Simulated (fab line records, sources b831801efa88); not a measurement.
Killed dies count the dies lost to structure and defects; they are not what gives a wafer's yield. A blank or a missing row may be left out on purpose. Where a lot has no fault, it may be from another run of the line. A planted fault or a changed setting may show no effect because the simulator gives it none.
A lot that was struck, set against a sound lot    flow sky130    17 out of 708 route steps
Sound: wafers L182.2, L182.3, L182.4. Wafers L180.3, L180.5, L180.6 were the ones struck. The cause is named last.
For every step that has rows: the tool of each side, followed by ch and its chambers, followed by its first start. Under that, the readings that differ: sound wafers    struck wafers    difference of the means    sigmas: that difference in standard deviations of wafers without a fault.
alike: a reading whose means differ by less than 2 such deviations, as well as words and numbers matching on both sides. not compared: withheld readings; readings where some wafer has no value; bounds like >300 that might hide an equal value; numbers whose values overlap and for which the record gives no deviation.
The two part at a step that has a row with sigmas, a row that says differs or no value, or rows on one side only. Numbers that have no deviation but don't overlap get no sigmas and don't part them. A reading missing from all wafers of one side parts the sides only when that side holds two or more wafers.

SKY_LDD_P_OVL_MEAS_08:
  sound: overlay-02 at day 22 23:35; struck: overlay-02 at day 22 11:09
  alike: LDD_P_OVL
following that, these wafers have no rows for 1 step: SKY_LDD_P_IMPLANT_09.
SKY_LDD_P_STRIP_10: strips in O2/N2.
  sound on plasmaAsher-03 ch 0,1, day 22 23:46; struck on plasmaAsher-03 ch 0,1, day 22 11:22
  alike: drypumpMotorCurrentA, oesProductAu, stripTimeToEndpointS
  not compared: rfHoursCounterH
SKY_LDD_P_TW_MEAS_11:
  sound: filmMetro-02 at day 22 23:52; struck: filmMetro-02 at day 22 11:27
  alike: LDD_P_TW
then, 7 steps without rows for these wafers: SKY_LDD_HVN_DEHYDRATE_00 (time 60 s); SKY_LDD_HVN_HMDS_01 (prime time 60 s); SKY_LDD_HVN_COAT_02 (resist thk 300 nm); SKY_LDD_HVN_SOFTBAKE_03 (time 60 s); SKY_LDD_HVN_EXPOSE_04 (exposes mask HVNTM, target cd 700 nm); SKY_LDD_HVN_PEB_05; SKY_LDD_HVN_DEVELOP_06 (develop time 60 s).
SKY_LDD_HVN_OVL_MEAS_07:
  sound: overlay-02 at day 24 06:01; struck: overlay-02 at day 23 17:07
  alike: LDD_HVN_OVL
SKY_LDD_HVN_IMPLANT_08:
  sound on implanter-02 ch 0, day 24 06:04; struck on implanter-04 ch 0, day 23 17:11
reading                        sound                      struck                            difference   sigmas
doseIonsCm2                    2.997e+13 2.999e+13 3e+13  2.0986e+14 2.0984e+14 2.0986e+14  +1.7987e+14  +99 or more
endStationPressureTorr (Torr)  5.45e-06 4.98e-06 5.1e-06  6.05e-06 6.12e-06 6.06e-06        +9.00e-07    +3
faradayCurrentUA               166 168 166                1184 1165 1199                    +1016        +99 or more
  alike: beamOnS
SKY_LDD_HVN_STRIP_09: strips in O2/N2.
  sound on plasmaAsher-02 ch 0,1, day 24 06:11; struck on plasmaAsher-01 ch 0,1, day 23 17:19
  alike: drypumpMotorCurrentA, oesProductAu, stripTimeToEndpointS
  not compared: rfHoursCounterH
SKY_LDD_HVN_TW_MEAS_10:
  sound: filmMetro-03 at day 24 06:18; struck: filmMetro-02 at day 23 17:25
reading     sound           struck          difference  sigmas
LDD_HVN_TW  1464 1461 1461  2647 2654 2651  +1189       +99 or more
then, 1 step without rows for these wafers: SKY_LDD_HVP_DEHYDRATE_00 (time 60 s).
-- record jumps: 24 days separate the struck wafers' starts on either side; left off in module LDD_HVP, taken up again in module PAD_OPEN, whose first shown step is the route's number 708 --
SKY_PAD_OPEN_PROBE_99:
  sound: prober-02 at day 48 13:05; struck: prober-02 at day 47 23:34
reading                              sound              struck             difference  sigmas
model.etest.tip_n_5v.rsOhmSq         1367 1377 1375     326.8 326.1 324.4  -1047.2     
model.etest.nfetG5v0d10v5.rOnOhmUm   1906 1878 1859     1443 1445 1420     -445        
model.etest.nfetG5v0d10v5.driveUaUm  597.1 596.6 602.6  736.1 741.1 736.6  +139.2      
model.etest.nfet_05v0_nvt.driveUaUm  570.7 577.7 580    631.6 629.9 636.2  +56.4       
model.etest.tip_n_5v.rsOhmSqRange    26.85 36.48 25.89  8.725 7.175 7.341  -21.993     
model.etest.resNdiffHv.rsOhmSq       114.3 113.6 113.5  99.19 99.43 98.77  -14.67      
model.etest.nfet_16v.driveUaUm       218.3 220.4 224.1  231.7 231.7 237.6  +12.7       
model.etest.ring_5v.delayPs          44.92 44.42 44.68  42.01 41.65 41.94  -2.81       
  alike: killed_at_M0_to_M3, killed_at_M4_up, killedAtContacts, killedAtFrontEnd, killedAtOther, killedDies, killedOpen, killedShort

## WHERE THEY PART
Earliest at SKY_LDD_HVN_IMPLANT_08; latest, in this record, at SKY_LDD_HVN_TW_MEAS_10. Later steps at which nothing parts them and some readings are alike: SKY_PAD_OPEN_PROBE_99.

WHY: whatever the simulator had introduced
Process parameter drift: implanter-04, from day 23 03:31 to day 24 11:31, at SKY_LDD_HVN_IMPLANT_08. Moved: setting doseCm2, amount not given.
